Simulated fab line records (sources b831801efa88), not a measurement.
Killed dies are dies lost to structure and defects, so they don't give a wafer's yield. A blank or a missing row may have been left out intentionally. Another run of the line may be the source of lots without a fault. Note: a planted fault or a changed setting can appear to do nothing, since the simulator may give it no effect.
fab line records ; flow gf180mcu ; part 1 of 2: steps 1 to 42 of 43
record: lots: 6; wafers: 18; last-day: 34
route steps=602 shown HV_LDD@233 NSD@235 PSD@248 SAB@264 PASSIVATION@602
lots with no fault: from the same line, run without faults
start-h: start of the lot's first displayed wafer, in hours after the record's first day ; wait-h: time in hours since the lot's previous step ; " as in the row above ; L1.1+2: one row covering several wafers at once ; - either no value or no given start ; * or withheld: withheld ; < > ~ a bound
route shown NAME@n: a module of which the file shows steps, and the number in the route of the first ; usual: average and standard deviation across the fault-free wafers ; same: alike in all rows ; chamber/n: place in a boat ; sites: each site's reading ; _std_site: the values' standard deviation ; _edge_site: outer sites' mean less inner sites' ; radius-mm: for every site, how far away it sits from the centre of the wafer ; mask NAME#n: copy n ; behind: the tool/chamber that last shaped the wafer ; hold: why the lot was held/for how many hours/how that ended ; device: names the non-switching transistor (n, p or np) ; end of line: tests run on the same wafers once the route is complete ; for a step that has no rows: nothing shown but its recipe ; killed: count of dies lost to structure and defects at first sort (not the wafer's yield) ; map: shows each die of a wafer: x if killed, . if not, _ if none is there
set.NAME: the setting that was run; set.NAME@STEP: the one run at that earlier step ; model.NAME: the simulator's own value behind a step, which no gauge read
lots at some steps of the route; a table a step, a row a wafer
services: the hour from which a tool's chamber was out of use, counted from the record's first day as start-h (under 0 if before that day), plus the number of hours and why
== steps ==
step: GF_HV_LDD_THK_MEAS_57
recipe: reads: Si3N4_of_HV_LDD_CVD_56
usual: HV_LDD_CVD_56_THK: 89.8/0.99
lot.wafer;tool;chamber;start-h;wait-h;HV_LDD_CVD_56_THK[nm]
L237.1;film-metro-03;-;323.69;0.0;89.1
L237.3;film-metro-03;-;323.69;0.0;88.3
L237.6;film-metro-03;-;323.69;0.0;88.2
L239.1;film-metro-03;-;339.42;0.0;89.9
L239.3;film-metro-03;-;339.42;0.0;89.8
L239.4;film-metro-03;-;339.42;0.0;89.7
L240.1;film-metro-03;-;347.99;0.0;90.1
L240.2;film-metro-03;-;347.99;0.0;90.0
L240.5;film-metro-03;-;347.99;0.0;89.5
L245.2;film-metro-02;-;388.35;0.0;88.4
L245.3;film-metro-02;-;388.35;0.0;88.4
L245.6;film-metro-02;-;388.35;0.0;88.3
L252.1;film-metro-02;-;443.71;0.0;91.4
L252.5;film-metro-02;-;443.71;0.0;90.8
L252.6;film-metro-02;-;443.71;0.0;91.1
L253.1;film-metro-03;-;452.10;0.0;90.4
L253.5;film-metro-03;-;452.10;0.0;90.7
L253.6;film-metro-03;-;452.10;0.0;89.7
step: GF_HV_LDD_ETCHBACK_58
recipe: chemistry: CH3F/O2; target: Si3N4; stop-on: SiO2; source-w: 400; bias-w: 80; pressure-mtorr: 25; ch3f-flow-sccm: 40; O2_flow_sccm: 30; time-s: 100; target-depth-a: 900
usual: drypump-motor-current-A: 5.9/0.36; oes-product-au: 0.842/0.0067; throttle-valve-pct: 10.561/0.0088
lot.wafer;tool;chamber;start-h;wait-h;drypump-motor-current-A;oes-product-au;rf-hours-counter-h;throttle-valve-pct
L237.1;rie-diel-01;1;323.75;0.1;5.8;0.848;51;10.555
L237.3;rie-diel-01;0;323.75;0.1;5.7;0.825;14;10.571
L237.6;rie-diel-01;0;323.75;0.1;5.7;0.828;-;10.549
L239.1;rie-diel-04;2;339.48;0.1;5.7;0.843;93;10.567
L239.3;rie-diel-04;0;339.48;0.1;5.3;0.841;88;10.546
L239.4;rie-diel-04;2;339.48;0.1;5.7;0.831;-;10.554
L240.1;rie-diel-04;3;348.05;0.1;6.3;0.844;5;10.566
L240.2;rie-diel-04;0;348.05;0.1;5.3;0.847;89;10.573
L240.5;rie-diel-04;0;348.05;0.1;5.3;0.839;-;10.564
L245.2;rie-diel-04;0;388.40;0.0;5.3;0.831;90;10.572
L245.3;rie-diel-04;1;388.40;0.0;6.5;0.845;1;10.556
L245.6;rie-diel-04;2;388.40;0.0;5.6;0.837;-;10.547
L252.1;rie-diel-01;2;443.77;0.1;6.1;0.850;54;10.556
L252.5;rie-diel-01;2;443.77;0.1;6.1;0.851;-;10.562
L252.6;rie-diel-01;3;443.77;0.1;5.7;0.841;-;10.558
L253.1;rie-diel-04;0;452.16;0.1;5.3;0.845;92;10.556
L253.5;rie-diel-04;3;452.16;0.1;6.2;0.851;-;10.562
L253.6;rie-diel-04;0;452.16;0.1;5.3;0.838;-;10.562
step: GF_NSD_DEHYDRATE_00
recipe: temp-c: 200; time-s: 60
step: GF_NSD_HMDS_01
recipe: prime-time-s: 60; prime-temp-c: 120
step: GF_NSD_COAT_02
recipe: resist: NOVOLAK; spin-rpm: 3000; resist-thk-nm: 1000
step: GF_NSD_SOFTBAKE_03
recipe: temp-c: 90; time-s: 60; resist: NOVOLAK
step: GF_NSD_EXPOSE_04
recipe: mask-id: Nplus; target-cd-nm: 400; na: 0.6; source-shape: conventional; sigma-outer: 0.6; dose-mj: 140
step: GF_NSD_PEB_05
recipe: temp-c: withheld; time-s: *; resist: NOVOLAK
step: GF_NSD_DEVELOP_06
recipe: develop-time-s: 60; dev-temp-c: 23
step: GF_NSD_CD_MEAS_07
recipe: target-cd-nm: 400
usual: cd-nm: 399.6/2.4
lot.wafer;tool;chamber;start-h;wait-h;cd-nm
L237.1;cd-sem-02;-;345.37;0.1;398.0
L237.3;cd-sem-02;-;345.37;0.1;399.1
L237.6;cd-sem-02;-;345.37;0.1;399.0
L239.1;cd-sem-02;-;360.62;0.1;401.9
L239.3;cd-sem-02;-;360.62;0.1;400.2
L239.4;cd-sem-02;-;360.62;0.1;401.6
L240.1;cd-sem-02;-;369.88;0.1;398.3
L240.2;cd-sem-02;-;369.88;0.1;395.9
L240.5;cd-sem-02;-;369.88;0.1;397.3
L245.2;cd-sem-01;-;411.80;0.1;400.0
L245.3;cd-sem-01;-;411.80;0.1;401.4
L245.6;cd-sem-01;-;411.80;0.1;402.2
L252.1;cd-sem-01;-;467.65;0.1;398.9
L252.5;cd-sem-01;-;467.65;0.1;401.7
L252.6;cd-sem-01;-;467.65;0.1;400.8
L253.1;cd-sem-01;-;476.82;0.1;405.2
L253.5;cd-sem-01;-;476.82;0.1;403.5
L253.6;cd-sem-01;-;476.82;0.1;405.8
step: GF_NSD_OVL_MEAS_08
usual: NSD_OVL: 1.5/1.2
lot.wafer;tool;chamber;start-h;wait-h;NSD_OVL[nm]
L237.1;overlay-01;-;345.49;0.1;2.6
L237.3;overlay-01;-;345.49;0.1;1.0
L237.6;overlay-01;-;345.49;0.1;1.7
L239.1;overlay-02;-;360.74;0.1;1.8
L239.3;overlay-02;-;360.74;0.1;0.1
L239.4;overlay-02;-;360.74;0.1;0.2
L240.1;overlay-02;-;370.00;0.1;0.7
L240.2;overlay-02;-;370.00;0.1;3.4
L240.5;overlay-02;-;370.00;0.1;3.2
L245.2;overlay-02;-;411.90;0.1;2.2
L245.3;overlay-02;-;411.90;0.1;2.0
L245.6;overlay-02;-;411.90;0.1;1.4
L252.1;overlay-01;-;467.77;0.1;2.1
L252.5;overlay-01;-;467.77;0.1;2.9
L252.6;overlay-01;-;467.77;0.1;2.2
L253.1;overlay-01;-;476.94;0.1;2.7
L253.5;overlay-01;-;476.94;0.1;1.1
L253.6;overlay-01;-;476.94;0.1;1.1
step: GF_NSD_IMPLANT_09
recipe: species: As; energy-kev: 58.36; dose-cm2: 4e+15; tilt-deg: 7
step: GF_NSD_IMPLANT_10
recipe: species: P; energy-kev: 40; dose-cm2: 5e+14; tilt-deg: 7
same: implant-ion-amu: 31
lot.wafer;tool;chamber;start-h;wait-h
L237.1+3+6;implanter-02;0;345.68;0.1
L239.1+3+4;implanter-03;0;360.93;0.1
L240.1+2+5;implanter-04;0;370.18;0.1
L245.2+3+6;implanter-04;0;412.11;0.1
L252.1+5+6;implanter-04;0;467.96;0.1
L253.1+5+6;implanter-04;0;477.12;0.1
step: GF_NSD_STRIP_11
recipe: chemistry: O2/N2; power-w: 1400; pressure-mtorr: 1500; platen-temp-c: 250; o2-flow-sccm: 3000; n2-flow-sccm: 300; overash-fraction: 0.5
usual: drypump-motor-current-A: 5.77/0.24; heater-power-w: 367/20; n2-flow-sccm: 299.9/0.87; oes-product-au: 0.489/0.0042; strip-time-to-endpoint-s: 22.75/0.044
lot.wafer;tool;chamber;start-h;wait-h;drypump-motor-current-A;heater-power-w;n2-flow-sccm;oes-product-au;rf-hours-counter-h;strip-time-to-endpoint-s
L237.1;plasma-asher-03;0;345.83;0.1;5.54;367;301.3;0.484;74;22.83
L237.3;plasma-asher-03;1;345.83;0.1;6.05;352;300.2;0.486;-;22.83
L237.6;plasma-asher-03;1;345.83;0.1;6.04;359;299.2;0.488;-;22.78
L239.1;plasma-asher-03;0;361.08;0.1;5.61;365;301.2;0.487;75;22.71
L239.3;plasma-asher-03;0;361.08;0.1;5.58;369;300.1;0.485;-;22.72
L239.4;plasma-asher-03;1;361.08;0.1;6.06;355;299.5;0.481;-;22.75
L240.1;plasma-asher-03;0;370.33;0.1;5.55;366;299.4;0.483;76;22.72
L240.2;plasma-asher-03;1;370.33;0.1;6.10;348;300.0;0.491;76;22.84
L240.5;plasma-asher-03;1;370.33;0.1;6.07;354;299.9;0.496;-;22.77
L245.2;plasma-asher-03;0;412.23;0.1;5.56;368;300.7;0.488;81;22.73
L245.3;plasma-asher-03;0;412.23;0.1;5.62;362;300.7;0.488;-;22.67
L245.6;plasma-asher-03;0;412.23;0.1;5.60;361;300.6;0.491;-;22.70
L252.1;plasma-asher-04;0;468.11;0.1;5.72;400;300.2;0.495;35;22.77
L252.5;plasma-asher-04;1;468.11;0.1;5.61;352;299.2;0.485;-;22.84
L252.6;plasma-asher-04;0;468.11;0.1;5.71;413;299.9;0.488;-;22.74
L253.1;plasma-asher-04;0;477.27;0.1;5.72;420;298.9;0.495;36;22.71
L253.5;plasma-asher-04;1;477.27;0.1;5.60;349;300.0;0.489;-;22.75
L253.6;plasma-asher-04;0;477.27;0.1;5.72;403;299.0;0.487;-;22.75
step: GF_NSD_TW_MEAS_12
usual: NSD_TW: 4214/22
lot.wafer;tool;chamber;start-h;wait-h;NSD_TW
L237.1;film-metro-01;-;345.93;0.1;4232
L237.3;film-metro-01;-;345.93;0.1;4217
L237.6;film-metro-01;-;345.93;0.1;4223
L239.1;film-metro-01;-;361.18;0.1;4206
L239.3;film-metro-01;-;361.18;0.1;4205
L239.4;film-metro-01;-;361.18;0.1;4227
L240.1;film-metro-01;-;370.43;0.1;4193
L240.2;film-metro-01;-;370.43;0.1;4218
L240.5;film-metro-01;-;370.43;0.1;4204
L245.2;film-metro-04;-;412.34;0.1;4180
L245.3;film-metro-04;-;412.34;0.1;4224
L245.6;film-metro-04;-;412.34;0.1;4204
L252.1;film-metro-04;-;468.21;0.1;4227
L252.5;film-metro-04;-;468.21;0.1;4236
L252.6;film-metro-04;-;468.21;0.1;4195
L253.1;film-metro-01;-;477.37;0.1;4182
L253.5;film-metro-01;-;477.37;0.1;4169
L253.6;film-metro-01;-;477.37;0.1;4176
step: GF_PSD_DEHYDRATE_00
recipe: temp-c: 200; time-s: 60
step: GF_PSD_HMDS_01
recipe: prime-time-s: 60; prime-temp-c: 120
step: GF_PSD_COAT_02
recipe: resist: NOVOLAK; spin-rpm: 3000; resist-thk-nm: 1000
step: GF_PSD_SOFTBAKE_03
recipe: temp-c: 90; time-s: 60; resist: NOVOLAK
step: GF_PSD_EXPOSE_04
recipe: mask-id: Pplus; target-cd-nm: 400; na: 0.6; source-shape: conventional; sigma-outer: 0.6; dose-mj: 140
step: GF_PSD_PEB_05
recipe: temp-c: withheld; time-s: *; resist: NOVOLAK
step: GF_PSD_DEVELOP_06
recipe: develop-time-s: 60; dev-temp-c: 23
step: GF_PSD_CD_MEAS_07
recipe: target-cd-nm: 400
usual: cd-nm: 400.4/2.8
lot.wafer;tool;chamber;start-h;wait-h;cd-nm
L237.1;cd-sem-02;-;367.92;0.2;406.8
L237.3;cd-sem-02;-;367.92;0.2;404.4
L237.6;cd-sem-02;-;367.92;0.2;405.5
L239.1;cd-sem-01;-;383.54;0.1;396.6
L239.3;cd-sem-01;-;383.54;0.1;395.5
L239.4;cd-sem-01;-;383.54;0.1;395.3
L240.1;cd-sem-01;-;393.14;0.1;398.8
L240.2;cd-sem-01;-;393.14;0.1;397.1
L240.5;cd-sem-01;-;393.14;0.1;401.3
L245.2;cd-sem-01;-;436.01;0.1;402.4
L245.3;cd-sem-01;-;436.01;0.1;403.1
L245.6;cd-sem-01;-;436.01;0.1;402.9
L252.1;cd-sem-02;-;492.09;0.1;401.5
L252.5;cd-sem-02;-;492.09;0.1;401.1
L252.6;cd-sem-02;-;492.09;0.1;403.0
L253.1;cd-sem-01;-;500.72;0.1;400.8
L253.5;cd-sem-01;-;500.72;0.1;402.4
L253.6;cd-sem-01;-;500.72;0.1;400.6
step: GF_PSD_OVL_MEAS_08
usual: PSD_OVL: 1.0/1.3
lot.wafer;tool;chamber;start-h;wait-h;PSD_OVL[nm]
L237.1;overlay-01;-;368.04;0.1;0.0
L237.3;overlay-01;-;368.04;0.1;2.9
L237.6;overlay-01;-;368.04;0.1;0.3
L239.1;overlay-02;-;383.66;0.1;-0.1
L239.3;overlay-02;-;383.66;0.1;2.7
L239.4;overlay-02;-;383.66;0.1;2.0
L240.1;overlay-01;-;393.26;0.1;1.7
L240.2;overlay-01;-;393.26;0.1;0.5
L240.5;overlay-01;-;393.26;0.1;-0.2
L245.2;overlay-01;-;436.11;0.1;1.4
L245.3;overlay-01;-;436.11;0.1;4.3
L245.6;overlay-01;-;436.11;0.1;4.1
L252.1;overlay-02;-;492.21;0.1;0.6
L252.5;overlay-02;-;492.21;0.1;0.4
L252.6;overlay-02;-;492.21;0.1;1.6
L253.1;overlay-02;-;500.84;0.1;2.3
L253.5;overlay-02;-;500.84;0.1;3.1
L253.6;overlay-02;-;500.84;0.1;1.3
step: GF_PSD_IMPLANT_09
recipe: species: BF2; energy-kev: 40; dose-cm2: 1.5e+15; tilt-deg: 7
step: GF_PSD_STRIP_10
recipe: chemistry: O2/N2; power-w: 1400; pressure-mtorr: 1500; platen-temp-c: 250; o2-flow-sccm: 3000; n2-flow-sccm: 300; overash-fraction: 0.5
usual: drypump-motor-current-A: 5.6/0.36; heater-power-w: 348/14; n2-flow-sccm: 300.1/1; oes-product-au: 0.592/0.0048; strip-time-to-endpoint-s: 16.53/0.041
lot.wafer;tool;chamber;start-h;wait-h;drypump-motor-current-A;heater-power-w;n2-flow-sccm;oes-product-au;rf-hours-counter-h;strip-time-to-endpoint-s
L237.1;plasma-asher-01;1;368.23;0.1;5.7;328;298.6;0.598;65;16.56
L237.3;plasma-asher-01;0;368.23;0.1;5.1;340;301.5;0.595;-;16.55
L237.6;plasma-asher-01;1;368.23;0.1;5.7;332;299.7;0.588;-;16.57
L239.1;plasma-asher-01;1;383.84;0.1;5.7;337;299.8;0.601;67;16.49
L239.3;plasma-asher-01;1;383.84;0.1;5.7;339;300.5;0.591;-;16.50
L239.4;plasma-asher-01;0;383.84;0.1;5.0;351;297.8;0.595;-;16.51
L240.1;plasma-asher-03;0;393.44;0.1;5.6;369;300.9;0.591;79;16.61
L240.2;plasma-asher-03;1;393.44;0.1;6.1;358;300.2;0.598;79;16.61
L240.5;plasma-asher-03;0;393.44;0.1;5.6;367;300.1;0.592;-;16.52
L245.2;plasma-asher-02;0;436.29;0.1;5.4;364;298.9;0.587;66;16.51
L245.3;plasma-asher-02;1;436.29;0.1;6.0;339;299.1;0.586;-;16.50
L245.6;plasma-asher-02;1;436.29;0.1;6.1;343;299.8;0.590;-;16.49
L252.1;plasma-asher-03;1;492.39;0.1;6.0;354;299.4;0.596;90;16.53
L252.5;plasma-asher-03;0;492.39;0.1;5.6;354;301.0;0.586;-;16.52
L252.6;plasma-asher-03;1;492.39;0.1;6.1;358;299.3;0.597;-;16.43
L253.1;plasma-asher-03;1;501.02;0.1;6.1;362;298.1;0.595;91;16.54
L253.5;plasma-asher-03;0;501.02;0.1;5.6;370;300.0;0.592;-;16.55
L253.6;plasma-asher-03;1;501.02;0.1;6.1;360;298.0;0.598;-;16.56
step: GF_PSD_TW_MEAS_11
usual: PSD_TW: 3172/12
lot.wafer;tool;chamber;start-h;wait-h;PSD_TW
L237.1;film-metro-04;-;368.33;0.1;3192
L237.3;film-metro-04;-;368.33;0.1;3193
L237.6;film-metro-04;-;368.33;0.1;3179
L239.1;film-metro-04;-;383.94;0.1;3182
L239.3;film-metro-04;-;383.94;0.1;3177
L239.4;film-metro-04;-;383.94;0.1;3164
L240.1;film-metro-02;-;393.54;0.1;3162
L240.2;film-metro-02;-;393.54;0.1;3157
L240.5;film-metro-02;-;393.54;0.1;3173
L245.2;film-metro-02;-;436.40;0.1;3172
L245.3;film-metro-02;-;436.40;0.1;3175
L245.6;film-metro-02;-;436.40;0.1;3166
L252.1;film-metro-04;-;492.49;0.1;3175
L252.5;film-metro-04;-;492.49;0.1;3170
L252.6;film-metro-04;-;492.49;0.1;3161
L253.1;film-metro-04;-;501.12;0.1;3169
L253.5;film-metro-04;-;501.12;0.1;3180
L253.6;film-metro-04;-;501.12;0.1;3170
step: GF_PSD_CLEAN_12
recipe: chemistry: SC1/SC2; mix: 1:4:20; temp-c: 70; time-s: 150; dry: n2-spin
step: GF_PSD_RTA_13
recipe: temp-c: 1025; time-s: 20; ambient: N2
usual: lamp-power-pct: 36.8/0.58; wafer_temp_C_max: 1028.6/0.86
lot.wafer;tool;chamber;start-h;wait-h;lamp-power-pct;wafer_temp_C_max
L237.1;rtp-anneal-02;0;368.44;0.0;36.4;1029.1
L237.3;rtp-anneal-02;0;368.44;0.0;36.5;1028.5
L237.6;rtp-anneal-02;0;368.44;0.0;36.4;1027.6
L239.1;rtp-anneal-02;0;384.05;0.0;36.5;1028.4
L239.3;rtp-anneal-02;0;384.05;0.0;36.5;1027.9
L239.4;rtp-anneal-02;0;384.05;0.0;36.5;1028.8
L240.1;rtp-anneal-02;0;393.65;0.0;36.4;1028.0
L240.2;rtp-anneal-02;0;393.65;0.0;36.5;1028.6
L240.5;rtp-anneal-02;0;393.65;0.0;36.4;1028.8
L245.2;rtp-anneal-02;0;436.52;0.0;36.5;1029.6
L245.3;rtp-anneal-02;0;436.52;0.0;36.5;1027.8
L245.6;rtp-anneal-02;0;436.52;0.0;36.4;1028.7
L252.1;rtp-anneal-01;0;492.60;0.0;37.7;1028.3
L252.5;rtp-anneal-01;0;492.60;0.0;37.7;1027.8
L252.6;rtp-anneal-01;0;492.60;0.0;37.7;1028.0
L253.1;rtp-anneal-02;0;501.23;0.0;36.5;1031.1
L253.5;rtp-anneal-02;0;501.23;0.0;36.4;1029.3
L253.6;rtp-anneal-02;0;501.23;0.0;36.5;1028.5
step: GF_PSD_RS_MEAS_14
recipe: thk-meas-gauge: four-point-probe
usual: NSD_RS: 46.60/0.083
lot.wafer;tool;chamber;start-h;wait-h;NSD_RS[ohm/sq]
L237.1;film-metro-04;-;368.53;0.1;46.67
L237.3;film-metro-04;-;368.53;0.1;46.60
L237.6;film-metro-04;-;368.53;0.1;46.54
L239.1;film-metro-01;-;384.14;0.1;46.45
L239.3;film-metro-01;-;384.14;0.1;46.48
L239.4;film-metro-01;-;384.14;0.1;46.47
L240.1;film-metro-04;-;393.74;0.1;46.62
L240.2;film-metro-04;-;393.74;0.1;46.63
L240.5;film-metro-04;-;393.74;0.1;46.63
L245.2;film-metro-01;-;436.61;0.1;46.56
L245.3;film-metro-01;-;436.61;0.1;46.47
L245.6;film-metro-01;-;436.61;0.1;46.38
L252.1;film-metro-01;-;492.69;0.1;46.47
L252.5;film-metro-01;-;492.69;0.1;46.56
L252.6;film-metro-01;-;492.69;0.1;46.60
L253.1;film-metro-02;-;501.32;0.1;46.60
L253.5;film-metro-02;-;501.32;0.1;46.60
L253.6;film-metro-02;-;501.32;0.1;46.57
step: GF_PSD_RS_MEAS_15
recipe: thk-meas-gauge: four-point-probe
usual: PSD_RS: 108.6/0.3
lot.wafer;tool;chamber;start-h;wait-h;PSD_RS[ohm/sq]
L237.1;film-metro-04;-;368.65;0.1;108.8
L237.3;film-metro-04;-;368.65;0.1;109.0
L237.6;film-metro-04;-;368.65;0.1;108.8
L239.1;film-metro-01;-;384.26;0.1;108.3
L239.3;film-metro-01;-;384.26;0.1;108.5
L239.4;film-metro-01;-;384.26;0.1;108.1
L240.1;film-metro-04;-;393.86;0.1;108.2
L240.2;film-metro-04;-;393.86;0.1;108.2
L240.5;film-metro-04;-;393.86;0.1;108.4
L245.2;film-metro-01;-;436.73;0.1;108.8
L245.3;film-metro-01;-;436.73;0.1;108.3
L245.6;film-metro-01;-;436.73;0.1;108.0
L252.1;film-metro-01;-;492.81;0.1;108.6
L252.5;film-metro-01;-;492.81;0.1;108.7
L252.6;film-metro-01;-;492.81;0.1;108.5
L253.1;film-metro-02;-;501.44;0.1;108.4
L253.5;film-metro-02;-;501.44;0.1;108.2
L253.6;film-metro-02;-;501.44;0.1;107.8
step: GF_SAB_CVD_00
recipe: material: SiO2; target-thk-nm: 50; precursor: TEOS; temp-c: 400; time-s: 4.9302; rf-w: 600
usual: heater-power-w: 666/93
lot.wafer;tool;chamber;start-h;wait-h;heater-power-w
L237.1;pecvd-03;0;368.77;0.1;778
L237.3;pecvd-03;2;368.77;0.1;560
L237.6;pecvd-03;1;368.77;0.1;756
L239.1;pecvd-03;1;384.38;0.1;792
L239.3;pecvd-03;2;384.38;0.1;592
L239.4;pecvd-03;2;384.38;0.1;592
L240.1;pecvd-01;1;393.98;0.1;670
L240.2;pecvd-01;0;393.98;0.1;740
L240.5;pecvd-01;2;393.98;0.1;634
L245.2;pecvd-01;0;436.83;0.1;620
L245.3;pecvd-01;2;436.83;0.1;671
L245.6;pecvd-01;0;436.83;0.1;598
L252.1;pecvd-03;2;492.93;0.1;594
L252.5;pecvd-03;2;492.93;0.1;589
L252.6;pecvd-03;1;492.93;0.1;696
L253.1;pecvd-01;1;501.56;0.1;598
L253.5;pecvd-01;0;501.56;0.1;636
L253.6;pecvd-01;1;501.56;0.1;601
step: GF_SAB_THK_MEAS_01
recipe: reads: SiO2_of_SAB_CVD_00
usual: SAB_CVD_00_THK: 50.1/0.67
lot.wafer;tool;chamber;start-h;wait-h;SAB_CVD_00_THK[nm]
L237.1;film-metro-04;-;368.79;0.0;50.3
L237.3;film-metro-04;-;368.79;0.0;50.6
L237.6;film-metro-04;-;368.79;0.0;51.0
L239.1;film-metro-03;-;384.45;0.1;50.5
L239.3;film-metro-03;-;384.45;0.1;50.6
L239.4;film-metro-03;-;384.45;0.1;51.0
L240.1;film-metro-04;-;394.00;0.0;49.8
L240.2;film-metro-04;-;394.00;0.0;49.8
L240.5;film-metro-04;-;394.00;0.0;50.8
L245.2;film-metro-04;-;436.86;0.0;49.3
L245.3;film-metro-04;-;436.86;0.0;49.3
L245.6;film-metro-04;-;436.86;0.0;50.0
L252.1;film-metro-04;-;492.94;0.0;50.6
L252.5;film-metro-04;-;492.94;0.0;50.9
L252.6;film-metro-04;-;492.94;0.0;51.3
L253.1;film-metro-02;-;501.58;0.0;49.8
L253.5;film-metro-02;-;501.58;0.0;51.1
L253.6;film-metro-02;-;501.58;0.0;50.3
step: GF_SAB_DEHYDRATE_02
recipe: temp-c: 200; time-s: 60
step: GF_SAB_HMDS_03
recipe: prime-time-s: 60; prime-temp-c: 120
step: GF_SAB_COAT_04
recipe: resist: NOVOLAK; spin-rpm: 3000; resist-thk-nm: 1000
step: GF_SAB_SOFTBAKE_05
recipe: temp-c: 90; time-s: 60; resist: NOVOLAK
step: GF_SAB_EXPOSE_06
recipe: mask-id: SAB; target-cd-nm: 420; na: 0.6; source-shape: conventional; sigma-outer: 0.6; dose-mj: 140
step: GF_SAB_PEB_07
recipe: temp-c: withheld; time-s: *; resist: NOVOLAK
step: GF_SAB_DEVELOP_08
recipe: develop-time-s: 58.63; dev-temp-c: 23
step: GF_SAB_CD_MEAS_09
recipe: target-cd-nm: 420
usual: cd-nm: 419.3/2.2
lot.wafer;tool;chamber;start-h;wait-h;cd-nm
L237.1;cd-sem-01;-;391.78;0.1;417.8
L237.3;cd-sem-01;-;391.78;0.1;418.5
L237.6;cd-sem-01;-;391.78;0.1;417.5
L239.1;cd-sem-01;-;407.82;0.1;421.3
L239.3;cd-sem-01;-;407.82;0.1;421.5
L239.4;cd-sem-01;-;407.82;0.1;421.0
L240.1;cd-sem-02;-;417.33;0.1;422.2
L240.2;cd-sem-02;-;417.33;0.1;420.8
L240.5;cd-sem-02;-;417.33;0.1;423.2
L245.2;cd-sem-01;-;461.26;0.1;418.0
L245.3;cd-sem-01;-;461.26;0.1;419.0
L245.6;cd-sem-01;-;461.26;0.1;415.9
L252.1;cd-sem-02;-;516.12;0.1;420.4
L252.5;cd-sem-02;-;516.12;0.1;421.4
L252.6;cd-sem-02;-;516.12;0.1;420.4
L253.1;cd-sem-01;-;524.92;0.1;420.3
L253.5;cd-sem-01;-;524.92;0.1;422.6
L253.6;cd-sem-01;-;524.92;0.1;420.6
step: GF_SAB_OVL_MEAS_10
usual: SAB_OVL: 0.3/1.3
lot.wafer;tool;chamber;start-h;wait-h;SAB_OVL[nm]
L237.1;overlay-02;-;391.90;0.1;-0.8
L237.3;overlay-02;-;391.90;0.1;-2.4
L237.6;overlay-02;-;391.90;0.1;-1.2
L239.1;overlay-02;-;407.94;0.1;0.3
L239.3;overlay-02;-;407.94;0.1;2.3
L239.4;overlay-02;-;407.94;0.1;-1.6
L240.1;overlay-02;-;417.45;0.1;-1.0
L240.2;overlay-02;-;417.45;0.1;0.1
L240.5;overlay-02;-;417.45;0.1;-2.4
L245.2;overlay-02;-;461.36;0.1;-0.7
L245.3;overlay-02;-;461.36;0.1;-0.5
L245.6;overlay-02;-;461.36;0.1;-0.2
L252.1;overlay-02;-;516.24;0.1;1.9
L252.5;overlay-02;-;516.24;0.1;-2.1
L252.6;overlay-02;-;516.24;0.1;-2.1
L253.1;overlay-01;-;525.04;0.1;-1.6
L253.5;overlay-01;-;525.04;0.1;-1.9
L253.6;overlay-01;-;525.04;0.1;0.3
